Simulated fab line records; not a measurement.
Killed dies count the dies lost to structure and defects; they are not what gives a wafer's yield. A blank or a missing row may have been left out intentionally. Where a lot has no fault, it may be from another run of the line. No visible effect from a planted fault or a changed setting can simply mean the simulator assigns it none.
Check of tool commonality    flow gf180mcu    36 wafers sampled across 12 lots

== WHAT PROMPTED THE OPENING ==
At GF_STI_THK_MEAS_04 the reading STI_CVD_03_THK is flagged on 3 of 12 lots. Wafers without a fault read 206.4 nm, standard deviation 2.1.
Rule: a lot is flagged when every wafer of it that has a number lies more than 4 standard deviations from that mean, or none has a number. As for the other lots, they are considered sound.

lot   measured     on             STI_CVD_03_THK (nm), wafer by wafer  flag
L876  day 1 19:37  film_metro-01  207.2 208.3 206.8                    
L877  day 1 23:34  film_metro-01  206.8 206.7 207.2                    
L878  day 2 04:34  film_metro-03  208.1 208.1 207.5                    
L880  day 2 14:34  film_metro-01  207.6 207.6 208.0                    
L883  day 3 06:31  film_metro-01  208.5 209.1 207.5                    
L885  day 3 16:45  film_metro-01  205.9 206.7 205.7                    
L886  day 3 21:50  film_metro-01  203.4 202.5 204.9                    
L891  day 4 21:34  film_metro-02  208.6 206.7 207.3                    
L894  day 5 15:15  film_metro-03  134.2 135.3 136.2                    FLAGGED
L896  day 5 22:35  film_metro-02  139.5 142.3 140.2                    FLAGGED
L897  day 6 04:34  film_metro-01  140.3 138.7 138.7                    FLAGGED
L898  day 6 10:17  film_metro-03  204.0 204.8 203.9                    
The numbers of the flagged lots are 138.4 nm on average: -68.0 nm against the usual, or -32 standard deviations.

== LOT BY LOT: THE TOOL USED ==
The record keeps 1 process step preceding the reading, out of 602 steps on the route. Read each cell as the tool, then ch plus the chambers that the sampled wafers visited, then the start.
lot   flag     GF_STI_CVD_03
L876           lpcvd-02 ch 1, day 1 17:37
L877           lpcvd-02 ch 1, day 1 21:34
L878           lpcvd-02 ch 1, day 2 02:34
L880           lpcvd-02 ch 1, day 2 12:34
L883           lpcvd-02 ch 0, day 3 04:31
L885           lpcvd-02 ch 0, day 3 14:46
L886           lpcvd-02 ch 0, day 3 19:51
L891           lpcvd-02 ch 0, day 4 19:34
L894  FLAGGED  lpcvd-02 ch 1, day 5 13:16
L896  FLAGGED  lpcvd-02 ch 0, day 5 20:35
L897  FLAGGED  lpcvd-02 ch 1, day 6 01:34
L898           lpcvd-01 ch 1, day 6 08:18
These steps, and what they do:
- GF_STI_CVD_03: deposits Si3N4 from DCS/NH3, target thk 207.16 nm, time 3551 s.
- GF_STI_THK_MEAS_04

== FLAGGED OVER TOTAL, TOOL BY TOOL (the gauges that took the reading come last) ==
step                tool           lots run  flagged  share of the flagged lots  sound lots run after its first flagged lot
GF_STI_CVD_03       lpcvd-01       1         0        none                       -
GF_STI_CVD_03       lpcvd-02       11        3        all                        0
GF_STI_THK_MEAS_04  film_metro-01  7         1        some                       0
GF_STI_THK_MEAS_04  film_metro-02  2         1        some                       0
GF_STI_THK_MEAS_04  film_metro-03  3         1        some                       1 (L898)

== THE TABLE: WHAT IT ALLOWS ==
Rows of the table that ran each flagged lot: 1, that is lpcvd-02 at GF_STI_CVD_03.
- lpcvd-02 at GF_STI_CVD_03: 3 of its 11 lots flagged. It ran its last sound lot, L891, at day 4 19:34 and its first flagged lot, L894, at day 5 13:16: a fault with its onset between the two fits.
Just one tool remains: lpcvd-02 at GF_STI_CVD_03.

== WHAT HAD BEEN PUT IN BY THE SIMULATOR ==
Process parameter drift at GF_STI_CVD_03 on lpcvd-02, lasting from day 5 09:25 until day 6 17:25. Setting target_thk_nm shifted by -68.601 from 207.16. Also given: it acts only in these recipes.
Struck lots among those shown: L894, L896, L897. The same result came from the rule above.
